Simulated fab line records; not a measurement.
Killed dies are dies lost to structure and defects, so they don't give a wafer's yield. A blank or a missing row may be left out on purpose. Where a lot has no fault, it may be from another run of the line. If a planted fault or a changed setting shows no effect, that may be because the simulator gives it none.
Which of the tools did it? -- flow gf180mcu -- Sampling: 13 lots, 39 wafers, 4 of 602 route steps

== WHAT EACH GAUGE READ, for each wafer ==
GF_VT_IMPLANT_RS_MEAS_46: measurement is done with a four-point probe.
lot,measured,on,MVSD_RS (ohm/sq)
L604,day 8 14:14,film metro-04,458.2 458.0 457.6
L607,day 9 10:10,film metro-01,456.6 458.4 456.8
L608,day 9 19:26,film metro-02,456.2 455.5 456.2
L609,day 10 00:23,film metro-01,458.0 456.7 457.7
L610,day 10 05:36,film metro-01,456.8 457.4 456.6
L611,day 10 12:49,film metro-02,456.4 458.1 458.2
L612,day 10 18:48,film metro-02,455.8 456.5 455.3
L616,day 12 00:46,film metro-04,457.7 457.6 458.3
L617,day 12 05:21,film metro-01,456.7 457.6 455.6
L618,day 12 15:07,film metro-02,499.4 498.8 499.6
L621,day 13 11:10,film metro-01,499.7 499.0 499.0
L622,day 13 15:08,film metro-01,457.1 458.3 458.5
L623,day 14 00:08,film metro-02,456.3 456.4 454.6

GF_HV_LDD_OVL_MEAS_08.
lot,measured,on,HV_LDD_OVL (nm)
L604,day 11 06:59,overlay-02,-0.3 0.5 -0.1
L607,day 12 02:19,overlay-01,1.0 -0.1 1.4
L608,day 12 09:49,overlay-02,-0.9 -2.2 -0.9
L609,day 12 15:57,overlay-01,0.4 0.5 0.2
L610,day 12 22:20,overlay-01,0.8 0.2 0.3
L611,day 13 08:04,overlay-02,-1.5 -0.4 1.5
L612,day 13 12:09,overlay-02,0.7 0.9 1.4
L616,day 14 21:03,overlay-02,-1.3 -1.7 -0.9
L617,day 15 00:21,overlay-01,0.6 1.1 1.7
L618,day 15 11:40,overlay-02,2.1 1.6 1.7
L621,day 16 10:44,overlay-01,1.9 1.8 1.2
L622,day 16 16:28,overlay-01,-1.4 -2.4 -2.3
L623,day 17 02:16,overlay-01,2.0 1.9 2.1

GF_HV_LDD_TW_MEAS_23.
lot,measured,on,HV_LDD_2_TW
L604,day 12 02:10,film metro-04,1042 1034 1038
L607,day 12 22:11,film metro-02,1058 1064 1062
L608,day 13 05:31,film metro-01,1067 1060 1056
L609,day 13 12:09,film metro-04,1038 1033 1037
L610,day 13 19:29,film metro-04,1035 1038 1035
L611,day 14 04:47,film metro-04,1051 1047 1047
L612,day 14 09:08,film metro-01,1057 1056 1058
L616,day 15 18:48,film metro-01,1049 1052 1048
L617,day 15 22:25,film metro-04,1040 1042 1046
L618,day 16 10:04,film metro-04,1041 1041 1043
L621,day 17 10:39,film metro-02,1069 1063 1065
L622,day 17 16:19,film metro-02,1066 1072 1063
L623,day 18 02:04,film metro-04,1035 1034 1042

== EACH LOT AND THE TOOL THAT RAN IT (in order: tool; ch and the chambers of the sampled wafers; start) ==
lot,GF_MVSD_IMPLANT_09
L604,"implanter-02 ch 0, day 5 08:23"
L607,"implanter-03 ch 0, day 6 02:05"
L608,"implanter-02 ch 0, day 6 10:43"
L609,"implanter-02 ch 0, day 6 13:38"
L610,"implanter-03 ch 0, day 6 18:51"
L611,"implanter-02 ch 0, day 7 00:34"
L612,"implanter-02 ch 0, day 7 06:55"
L616,"implanter-01 ch 0, day 8 07:16"
L617,"implanter-03 ch 0, day 8 12:07"
L618,"implanter-03 ch 0, day 8 19:00"
L621,"implanter-03 ch 0, day 9 12:21"
L622,"implanter-02 ch 0, day 9 17:02"
L623,"implanter-02 ch 0, day 10 00:46"
- GF_MVSD_IMPLANT_09

== AS READ BY THE TOOLS THEMSELVES (means over the sampled wafers that have a number; for cases with no such wafer, the mark the record gives instead) ==
GF_MVSD_IMPLANT_09.
lot,tool,dose ions cm2,faraday current uA,tilt deg (degrees)
L604,implanter-02,4.995e+12,28.8,0.009
L607,implanter-03,4.996e+12,28.1,0.006
L608,implanter-02,4.997e+12,27.8,-0.002
L609,implanter-02,4.992e+12,28.5,-0.006
L610,implanter-03,4.999e+12,27.9,-0.010
L611,implanter-02,4.999e+12,27.4,0.005
L612,implanter-02,5.007e+12,28.2,-0.005
L616,implanter-01,4.990e+12,28.3,0.010
L617,implanter-03,5.007e+12,28.0,0.026
L618,implanter-03,2.558e+12,14.4,0.022
L621,implanter-03,2.555e+12,14.7,-0.014
L622,implanter-02,5.005e+12,28.5,-0.011
L623,implanter-02,5.000e+12,27.6,0.000

== THE ANSWER, worked out from the rows above alone ==
Rule: the lots themselves supply what counts as usual. The widest of any qualifying gaps counts: lots, ordered by their means at a reading, are off when they make up no more than a third of the lots, leave a main group of 4 or more, and stand apart from it by 3 or more times the standard deviation of that group's means. A main group is skipped when, at the precision printed for the reading in the tables above, its means are all equal. A lot without any number at a reading at which 4 lots or more have one is off too. All remaining lots with rows at the step are treated as sound. Order of review: gauges by route order, followed by the tools' own readings, for which a lot's mean as printed above is used. At the first step where some lot is off, the reading lying furthest off is the one used; lots without a number count as furthest.
Off: at GF_VT_IMPLANT_RS_MEAS_46 (MVSD_RS), L618, L621. For the main group the mean is 457.0 ohm/sq and the standard deviation 0.81.
If a tool, at a process step before that reading, ran all the lots that are off and no sound lot after the first of them, it fits. The gauges at GF_VT_IMPLANT_RS_MEAS_46 aren't tried: what is off there is off at GF_MVSD_IMPLANT_09 too, on other tools, and a gauge's error can't cause that. One fits: implanter-03 at GF_MVSD_IMPLANT_09. A fault onset in the window from L617 (day 8 12:07, its last sound lot) to L618 (day 8 19:00, its first lot off) fits.
The tool's own readings at GF_MVSD_IMPLANT_09 bear it out: on the lots that are off they differ by more than 5 times the standard deviation of the sound lots' means. dose ions cm2 reads 2.556e+12 there against 4.999e+12 on the sound lots; faraday current uA reads 14.6 there against 28.1 on the sound lots.

== WHAT WAS PUT IN BY THE SIMULATOR ==
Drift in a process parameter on implanter-03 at GF_MVSD_IMPLANT_09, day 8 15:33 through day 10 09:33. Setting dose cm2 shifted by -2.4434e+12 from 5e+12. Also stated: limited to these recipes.
Shown lots that were struck: L618, L621. The rule above found the same.
